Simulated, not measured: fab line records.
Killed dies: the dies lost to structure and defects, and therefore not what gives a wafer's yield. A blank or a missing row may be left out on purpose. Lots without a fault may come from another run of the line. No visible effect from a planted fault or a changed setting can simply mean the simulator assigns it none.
fab line records	flow sky130
record: lots: 5	wafers: 15	last_day: 50
route steps=708 shown VIA3@590 METAL4@598 CAP2M@603 PAD_OPEN@708
lots with no fault: from the same line, run without faults
start_h: the number of hours between the record's first day and the start of the first shown wafer of the lot	wait_h: how many hours have passed since the lot's step before this one	" identical to the entry in the row above	L1.1+2: a single row standing in for several wafers	- no value present, or no start provided	* or withheld: withheld	< > ~ a bound
route shown NAME@n: NAME is a module with steps in the file, n the number in the route of the first one	usual: mean and standard deviation over wafers with no fault	same: alike in all rows	chamber/n: place in a boat	sites: the reading at each site	_std_site: how widely they spread, as a standard deviation	_edge_site: inner sites' mean taken away from outer sites' mean	radius_mm: how far each site lies from the wafer's centre	mask NAME#n: copy n	behind: the last tool/chamber to shape the wafer	hold: why the lot went on hold/how many hours it stayed there/how the hold came to an end	device: names the non-switching transistor (n, p or np)	end of line: the tests these same wafers got at the end of their route	where a step has no rows: the recipe by itself	killed: dies that structure and defects cost at the first sort, which is not the same as the wafer's yield	map: shows each die of a wafer: x if killed, . if not, _ if none is there
set.NAME: the setting as run; set.NAME@STEP: as run at that earlier step	model.NAME: the simulator's own value behind a step, which no gauge read
lots at some steps of the route; a table a step, a row a wafer
services: a tool's chamber out of use, with start hour (start_h, from the record's first day; less than 0 if before it), hours out, and reason
== steps ==
step: SKY_VIA3_STRIP_17
recipe: chemistry: post_etch_residue_remover	time_s: 1200	temp_c: 72.5
step: SKY_VIA3_CLEAN_18
recipe: chemistry: IPA	time_s: 180	temp_c: 25
step: SKY_VIA3_CLEAN_19
recipe: chemistry: O3/DIW	dry: n2_spin
step: SKY_VIA3_SPUTTER_20
recipe: material: TiN	target_thk_nm: 20	chamber_pressure_pa: 5	power_w: 4000	time_s: 80
usual: cathode_dc_power_W: 3999.9/0.77	throttle_valve_pct: 30.0/1.1
lot.wafer	tool	chamber	start_h	wait_h	cathode_dc_power_W	throttle_valve_pct
L169.3	pvd_sputter-01	-	945.49	0.0	3999.8	31.7
L169.4	"	-	"	"	4001.2	31.3
L169.5	"	-	"	"	4001.3	30.4
L171.2	pvd_sputter-02	-	964.12	0.0	3999.7	30.5
L171.4	"	-	"	"	4000.3	29.5
L171.6	"	-	"	"	3999.0	30.4
L181.3	pvd_sputter-02	-	1029.12	0.0	4001.5	30.1
L181.4	"	-	"	"	4000.9	30.6
L181.5	"	-	"	"	3999.9	30.8
L187.1	pvd_sputter-03	-	1077.96	0.0	3999.6	29.2
L187.3	"	-	"	"	4000.0	29.3
L187.4	"	-	"	"	3999.4	29.1
L188.2	pvd_sputter-02	-	1079.94	0.0	4000.4	28.9
L188.4	"	-	"	"	4000.1	29.5
L188.6	"	-	"	"	4000.9	30.8
step: SKY_VIA3_CVD_21
recipe: material: W	target_thk_nm: 390	time_s: 117.31	temp_c: 400	pressure_torr: 40
step: SKY_VIA3_RS_MEAS_22
recipe: thk_meas_gauge: four-point-probe	reads: W_of_VIA3_CVD_21+TiN_of_VIA3_SPUTTER_20
usual: VIA3_W_RS: 0.295/0.0038
lot.wafer	tool	chamber	start_h	wait_h	VIA3_W_RS[ohm/sq]
L169.3	film_metro-01	-	945.72	0.1	0.297
L169.4	"	-	"	"	0.292
L169.5	"	-	"	"	0.292
L171.2	film_metro-03	-	964.33	0.1	0.299
L171.4	"	-	"	"	0.298
L171.6	"	-	"	"	0.301
L181.3	film_metro-01	-	1029.34	0.1	0.296
L181.4	"	-	"	"	0.294
L181.5	"	-	"	"	0.297
L187.1	film_metro-04	-	1078.27	0.2	0.298
L187.3	"	-	"	"	0.296
L187.4	"	-	"	"	0.295
L188.2	film_metro-01	-	1080.26	0.2	0.299
L188.4	"	-	"	"	0.297
L188.6	"	-	"	"	0.298
step: SKY_VIA3_THK_MEAS_23
recipe: thk_meas_gauge: xrf	reads: W_of_VIA3_CVD_21
usual: VIA3_W_THK: 403/8.7
lot.wafer	tool	chamber	start_h	wait_h	VIA3_W_THK[nm]
L169.3	film_metro-01	-	945.82	0.1	391
L169.4	"	-	"	"	400
L169.5	"	-	"	"	402
L171.2	film_metro-03	-	964.44	0.1	392
L171.4	"	-	"	"	391
L171.6	"	-	"	"	390
L181.3	film_metro-01	-	1029.44	0.1	397
L181.4	"	-	"	"	397
L181.5	"	-	"	"	397
L187.1	film_metro-04	-	1078.39	0.1	405
L187.3	"	-	"	"	410
L187.4	"	-	"	"	411
L188.2	film_metro-01	-	1080.37	0.1	390
L188.4	"	-	"	"	395
L188.6	"	-	"	"	391
step: SKY_VIA3_CMP_24
recipe: stop_on: SiO2	t_overpolish_s: 20	down_force_psi: 3.5	platen_rpm: 60	target_thk_nm: 0	pad_velocity_m_s: 0.94248
step: SKY_METAL4_SPUTTER_00
recipe: material: Ti	target_thk_nm: 15	power_w: 3000	time_s: 10	chamber_pressure_pa: 0.4
usual: cathode_dc_power_W: 2999.9/0.6	throttle_valve_pct: 29.9/1
lot.wafer	tool	chamber	start_h	wait_h	cathode_dc_power_W	throttle_valve_pct
L169.3	pvd_sputter-04	-	946.16	0.2	2999.7	30.0
L169.4	"	-	"	"	3000.7	30.8
L169.5	"	-	"	"	2999.6	30.8
L171.2	pvd_sputter-03	-	964.79	0.1	3000.4	29.3
L171.4	"	-	"	"	3000.6	31.2
L171.6	"	-	"	"	2999.8	29.4
L181.3	pvd_sputter-04	-	1029.78	0.2	3000.9	29.2
L181.4	"	-	"	"	2999.7	30.2
L181.5	"	-	"	"	3000.2	29.1
L187.1	pvd_sputter-01	-	1078.75	0.2	3000.5	28.1
L187.3	"	-	"	"	2998.5	30.4
L187.4	"	-	"	"	3000.0	31.2
L188.2	pvd_sputter-01	-	1080.72	0.2	2999.8	27.8
L188.4	"	-	"	"	3000.4	30.5
L188.6	"	-	"	"	2999.6	28.0
step: SKY_METAL4_SPUTTER_01
recipe: material: TiN	target_thk_nm: 20	power_w: 6500	time_s: 16.7	chamber_pressure_pa: 0.4
step: SKY_METAL4_SPUTTER_02
recipe: material: AlCu	target_thk_nm: 735	power_w: 10600	time_s: 39.1	chamber_pressure_pa: 0.4
usual: cathode_dc_power_W: 10600/2	throttle_valve_pct: 29.9/0.96
lot.wafer	tool	chamber	start_h	wait_h	cathode_dc_power_W	throttle_valve_pct
L169.3	pvd_sputter-04	-	946.20	0.0	10599	30.2
L169.4	"	-	"	"	10601	30.9
L169.5	"	-	"	"	10599	30.8
L171.2	pvd_sputter-03	-	964.83	0.0	10597	29.3
L171.4	"	-	"	"	10603	31.3
L171.6	"	-	"	"	10600	29.3
L181.3	pvd_sputter-04	-	1029.83	0.0	10601	29.1
L181.4	"	-	"	"	10598	30.6
L181.5	"	-	"	"	10596	28.9
L187.1	pvd_sputter-01	-	1078.79	0.0	10599	28.3
L187.3	"	-	"	"	10600	30.5
L187.4	"	-	"	"	10598	31.0
L188.2	pvd_sputter-01	-	1080.77	0.0	10601	28.0
L188.4	"	-	"	"	10599	30.4
L188.6	"	-	"	"	10596	27.8
step: SKY_METAL4_SPUTTER_03
recipe: material: Ti	target_thk_nm: 5	power_w: 3000	time_s: 3.3	chamber_pressure_pa: 0.4
usual: cathode_dc_power_W: 3000.1/0.54	throttle_valve_pct: 29.9/1
lot.wafer	tool	chamber	start_h	wait_h	cathode_dc_power_W	throttle_valve_pct
L169.3	pvd_sputter-04	-	946.24	0.0	2999.4	30.2
L169.4	"	-	"	"	2999.9	30.8
L169.5	"	-	"	"	3000.2	30.6
L171.2	pvd_sputter-03	-	964.87	0.0	3000.5	29.1
L171.4	"	-	"	"	3001.1	31.1
L171.6	"	-	"	"	2999.8	29.2
L181.3	pvd_sputter-04	-	1029.87	0.0	3000.3	28.9
L181.4	"	-	"	"	3000.0	30.2
L181.5	"	-	"	"	2999.3	28.6
L187.1	pvd_sputter-01	-	1078.83	0.0	3000.9	28.0
L187.3	"	-	"	"	3000.2	30.5
L187.4	"	-	"	"	3000.1	31.2
L188.2	pvd_sputter-01	-	1080.81	0.0	3000.7	27.7
L188.4	"	-	"	"	2999.6	30.6
L188.6	"	-	"	"	2999.4	27.9
step: SKY_METAL4_SPUTTER_04
recipe: material: TiN	target_thk_nm: 70	power_w: 6500	time_s: 58.3	chamber_pressure_pa: 0.4
usual: cathode_dc_power_W: 6500.1/1.1	throttle_valve_pct: 29.9/1
lot.wafer	tool	chamber	start_h	wait_h	cathode_dc_power_W	throttle_valve_pct	model.TiN_of_METAL4_SPUTTER_04.thk_nm
L169.3	pvd_sputter-04	-	946.26	0.0	6499.2	30.4	69.51
L169.4	"	-	"	"	6500.3	30.8	70.65
L169.5	"	-	"	"	6501.7	30.7	69.77
L171.2	pvd_sputter-03	-	964.89	0.0	6499.3	28.8	68.92
L171.4	"	-	"	"	6499.0	31.3	68.54
L171.6	"	-	"	"	6501.0	29.2	69.61
L181.3	pvd_sputter-04	-	1029.89	0.0	6245.9	29.0	67.1
L181.4	"	-	"	"	6501.1	30.4	69.14
L181.5	"	-	"	"	6244.8	29.1	66.08
L187.1	pvd_sputter-01	-	1078.85	0.0	6499.8	27.9	69.02
L187.3	"	-	"	"	6498.7	30.4	69.59
L187.4	"	-	"	"	6500.8	31.4	69.96
L188.2	pvd_sputter-01	-	1080.83	0.0	6498.2	28.2	69.8
L188.4	"	-	"	"	6501.4	30.4	70.77
L188.6	"	-	"	"	6499.9	27.7	70.11
step: SKY_CAP2M_CVD_00
recipe: material: SiO2	target_thk_nm: 15.5	temp_c: 400	time_s: withheld	rf_w: 450
usual: heater_power_w: 679/110
lot.wafer	tool	chamber	start_h	wait_h	heater_power_w
L169.3	pecvd-01	2	946.31	0.0	661
L169.4	"	0	"	"	689
L169.5	"	2	"	"	649
L171.2	pecvd-04	1	964.94	0.0	840
L171.4	"	0	"	"	638
L171.6	"	1	"	"	866
L181.3	pecvd-04	2	1029.94	0.0	562
L181.4	"	2	"	"	571
L181.5	"	1	"	"	803
L187.1	pecvd-04	0	1078.90	0.0	698
L187.3	"	1	"	"	718
L187.4	"	0	"	"	700
L188.2	pecvd-01	2	1080.88	0.0	681
L188.4	"	1	"	"	682
L188.6	"	2	"	"	684
step: SKY_PAD_OPEN_PROBE_99
usual: defect_limited_yield: 82.3/2.1	killed_at_M0_to_M3: 44/7.2	killed_at_M4_up: 3.1/1.7	killed_at_contacts: 24/5.2	killed_at_front_end: 15/4.1	killed_at_other: 0.3/0.61	killed_dies: 87/10	killed_open: 48/7.5	killed_short: 39/6.6	sort_bin_3_pad_short: 0.8/0.39	sort_bin_5_function: 10.4/1.7	sort_bin_6_memory: 6.5/1.1	sort_n_pass: 405/10	sort_yield_pct: 82.3/2.1
same: gross_dies: 492	killed_at_back_side: 0	sort_bin_4_leakage[%]: 0	sort_bin_8_speed[%]: 0
lot.wafer	tool	chamber	start_h	wait_h	defect_limited_yield[%]	killed_at_M0_to_M3	killed_at_M4_up	killed_at_contacts	killed_at_front_end	killed_at_other	killed_dies	killed_open	killed_short	sort_bin_3_pad_short[%]	sort_bin_5_function[%]	sort_bin_6_memory[%]	sort_n_pass	sort_yield_pct[%]
L181.3	prober-02	-	1157.21	0.2	81.5	44	4	16	25	2	91	52	39	0.4	12.0	6.1	401	81.5
L181.4	prober-02	-	1157.26	0.2	81.7	46	5	20	19	0	90	54	36	1.0	10.2	7.1	402	81.7
L181.5	prober-02	-	1157.31	0.2	81.9	50	4	27	8	0	89	48	41	0.8	8.7	8.5	403	81.9
L187.1	prober-01	-	1196.09	0.1	76.2	66	6	33	12	0	117	70	47	1.2	15.4	7.1	375	76.2
L187.3	prober-01	-	1196.19	0.2	81.5	45	4	21	19	2	91	50	40	0.8	12.0	5.7	401	81.5
L187.4	prober-01	-	1196.24	0.2	80.7	57	4	28	6	0	95	44	51	1.2	11.2	6.9	397	80.7
L188.2	prober-01	-	1197.64	0.1	81.5	43	2	27	18	1	91	40	50	0.8	12.0	5.7	401	81.5
L188.4	prober-01	-	1197.74	0.2	82.1	42	4	24	18	0	88	47	41	0.6	9.8	7.5	404	82.1
L188.6	prober-01	-	1197.84	0.2	82.9	44	1	17	21	1	84	49	35	1.2	10.0	5.9	408	82.9
killed by level:class
L181.3 VIA3:geometric_particle:open=11 CONTACT:geometric_particle:open=8 METAL1:geometric_particle:short=6 VIA1:geometric_particle:open=6 VIA2:geometric_particle:open=6 FIELD_ISO:geometric_particle:open=5 FIELD_ISO:geometric_particle:short=5 POLY_GATE:geometric_particle:open=5
L181.4 CONTACT:geometric_particle:open=10 VIA1:geometric_particle:open=7 METAL2:geometric_particle:short=7 VIA2:geometric_particle:open=7 VIA3:geometric_particle:open=7 VIA2:geometric_particle:short=5 FIELD_ISO:geometric_particle:open=4 POLY_GATE:geometric_particle:open=4
L181.5 LI_CONTACT:geometric_particle:open=10 VIA2:geometric_particle:open=9 VIA1:geometric_particle:short=8 CONTACT:geometric_particle:open=8 VIA1:geometric_particle:open=7 LOCAL_INTERCONNECT:geometric_particle:short=6 METAL1:geometric_particle:open=5 METAL2:geometric_particle:short=5
L187.1 VIA1:geometric_particle:open=22 VIA3:geometric_particle:open=10 CONTACT:geometric_particle:open=10 LI_CONTACT:geometric_particle:open=9 LOCAL_INTERCONNECT:geometric_particle:short=6 VIA2:geometric_particle:open=6 METAL2:geometric_particle:short=6 CONTACT:geometric_particle:short=5
L187.3 METAL1:geometric_particle:short=12 VIA1:geometric_particle:open=9 LI_CONTACT:geometric_particle:open=7 FIELD_ISO:geometric_particle:open=6 VIA2:geometric_particle:open=6 CONTACT:geometric_particle:open=5 VIA3:geometric_particle:open=5 FIELD_ISO:geometric_particle:short=3
L187.4 VIA1:geometric_particle:short=8 VIA3:geometric_particle:open=8 LI_CONTACT:geometric_particle:open=7 CONTACT:geometric_particle:open=7 VIA1:geometric_particle:open=7 METAL1:geometric_particle:short=7 VIA2:geometric_particle:open=7 CONTACT:geometric_particle:short=6
L188.2 METAL1:geometric_particle:short=10 CONTACT:geometric_particle:open=8 LI_CONTACT:geometric_particle:open=7 LOCAL_INTERCONNECT:geometric_particle:short=6 VIA1:geometric_particle:open=6 VIA1:geometric_particle:short=6 METAL2:geometric_particle:short=6 VIA3:geometric_particle:open=5
L188.4 VIA2:geometric_particle:open=9 VIA1:geometric_particle:open=8 LI_CONTACT:geometric_particle:open=6 VIA3:geometric_particle:open=6 LOCAL_INTERCONNECT:geometric_particle:short=5 CONTACT:geometric_particle:open=5 VIA1:geometric_particle:short=5 METAL2:geometric_particle:short=5
L188.6 VIA1:geometric_particle:open=8 POLY_GATE:geometric_particle:short=7 LI_CONTACT:geometric_particle:open=7 METAL2:geometric_particle:short=6 VIA3:geometric_particle:open=6 CONTACT:geometric_particle:open=5 VIA2:geometric_particle:short=5 FIELD_ISO:geometric_particle:open=4
== services ==
tool	chamber	start_h	hours	kind
pecvd-01	-	952.22	2.0	repair
pvd_sputter-04	-	962.67	6.6	repair
pecvd-04	2	963.30	2.1	scheduled_down
pvd_sputter-02	-	967.56	8.9	repair
pecvd-04	0	968.93	16.5	scheduled_down
pvd_sputter-04	1	992.07	-	consumable_replace:kit
pvd_sputter-04	1	992.07	18.0	scheduled_down
pvd_sputter-04	1	992.07	18.0	vent_cycle
pecvd-04	2	1012.60	6.6	repair
pecvd-04	1	1017.10	2.1	scheduled_down
pecvd-01	-	1018.49	0.5	repair
pecvd-04	2	1032.11	5.0	scheduled_down
pvd_sputter-01	3	1047.71	-	consumable_replace:kit
pvd_sputter-01	3	1047.71	18.0	scheduled_down
pvd_sputter-01	3	1047.71	18.0	vent_cycle
pvd_sputter-03	2	1066.09	-	consumable_replace:kit
pvd_sputter-03	2	1066.09	18.0	scheduled_down
pvd_sputter-03	2	1066.09	18.0	vent_cycle
pecvd-04	2	1070.75	5.5	scheduled_down
pvd_sputter-03	-	1071.31	1.5	repair
pecvd-04	-	1074.51	1.5	repair
pvd_sputter-01	2	1079.27	-	consumable_replace:kit
pvd_sputter-01	2	1079.27	18.0	scheduled_down
pvd_sputter-01	2	1079.27	18.0	vent_cycle
== key ==
first_sign: step: SKY_METAL4_SPUTTER_04	reading: cathode_dc_power_W	direction: down	sigmas: 99+	usual: 6500.1	struck: 6245.4
effect none on later readings
model_effect: step: SKY_METAL4_SPUTTER_04	value: TiN_of_METAL4_SPUTTER_04.thk_nm	without: 69.35	struck: 66.59
met_at SKY_METAL4_SPUTTER_04
struck_wafers L181.3,L181.5
fault: kind: process_parameter_drift	tool: pvd_sputter-04	chamber: -	onset_h: 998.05	steps: SKY_METAL4_SPUTTER_04	channel: power_w	offset: *	shape: step	end_h: 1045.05	acts_in: *	stated: *	scope: struck_wafers_only
